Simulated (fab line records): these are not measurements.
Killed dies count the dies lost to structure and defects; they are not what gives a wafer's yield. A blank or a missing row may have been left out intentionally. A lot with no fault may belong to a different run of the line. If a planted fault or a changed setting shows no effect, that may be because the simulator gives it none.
Code-filled problem report in 8D (eight disciplines) form | flow gf180mcu | the parts of the form that need people (team, actions taken, sign-off) are left out

1. WHAT IS WRONG
Mean of cd-nm at GF_M2_CD_MEAS_14: 243.9 nm across 3 wafers in 3 lots; on wafers with no fault it is 279.7 nm (standard deviation 1.1). That is -33 standard deviations from the usual mean.
The step: target cd 280 nm.
Seen first at day 25 02:58 on cd-sem-02, wafer L383.4. The record has a number at this step for 36 wafers belonging to 13 lots. The rule behind "out" and "out of limits": a value lying over 4 standard deviations away from the usual mean. Any other wafer with a number is counted as sound.

2. WHAT IT IS AND WHAT IT IS NOT
question                    | is                     | is not
which readings at this step | cd-nm                  | -
which lots                  | L383, L384, L385       | L367, L368, L370, L372, L373, L376, L377, L378, L380, L390
which wafers of those lots  | L383.4, L384.4, L385.4 | L383.5, L384.6, L385.5
read on which gauges        | cd-sem-01, cd-sem-02   | -
when                        | from day 25 02:58      | up to then (28 sound wafers); but 5 sound wafers of L384, L385, L390 came after

3. SUSPECTS, AND WHAT RULES EACH OUT
Counting: a tool at a process step up to the reading stays a suspect if it ran every lot that is out. Sound lots after the first of them don't rule it out here, since some wafers of a struck lot are sound.
- the gauge at GF_M2_CD_MEAS_14: ruled out. The wafers that are out were read on 2 gauges (cd-sem-01, cd-sem-02).
- krf-scanner-01 at GF_M2_EXPOSE_11 (exposes mask Metal2, target cd 280 nm): kept. It processed each lot that is out (first: L383, day 24 16:46); up to then, its last sound lot is L376 (day 22 04:17).
After counting, what remains is krf-scanner-01 at GF_M2_EXPOSE_11.

4. THE CAUSE (what the simulator had put in)
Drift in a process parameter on krf-scanner-01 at GF_M2_EXPOSE_11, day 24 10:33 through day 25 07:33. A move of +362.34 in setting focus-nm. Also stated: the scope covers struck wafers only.
The count eliminated every tool but this one.

5. THE EFFECT CHAIN, in route order
Rows list readings where the struck wafers' mean (over those with a number) sits beyond 3 standard deviations from the usual. Readings are gone through only where the record gives a usual standard deviation; hours: the median, over the lots, of the time from a lot's start at the first step in this table giving one to that lot's start at this step; sigmas: the change measured in usual standard deviations.
hours | step                    | reading             | usual    | on struck wafers | change | sigmas
0     | GF_M2_CD_MEAS_14        | cd-nm               | 279.7 nm | 243.9            | -35.8  | -33
202   | GF_PASSIVATION_PROBE_99 | killed_at_M0_to_M3  | 20       | 35               | +15    | +3.5
202   | GF_PASSIVATION_PROBE_99 | sort_bin_5_function | 5.6 %    | 8.6              | +3.0   | +3.0
Here are the process steps it includes:
- GF_PASSIVATION_PROBE_99

6. HOW IT WOULD HAVE BEEN CAUGHT EARLIER
In this record the first reading out of limits at a measuring or inspecting step was taken at day 25 02:58, 16 hours after the fault began at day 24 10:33.
An alarm limit of 4 standard deviations would not have fired on the tool readings at GF_M2_EXPOSE_11 for which the record gives a usual standard deviation, since none of them was out on any struck wafer.
Lots out: 3; of these, L385 started GF_M2_EXPOSE_11 on krf-scanner-01 after day 25 02:58. A hold on the tool at that time would have spared it.
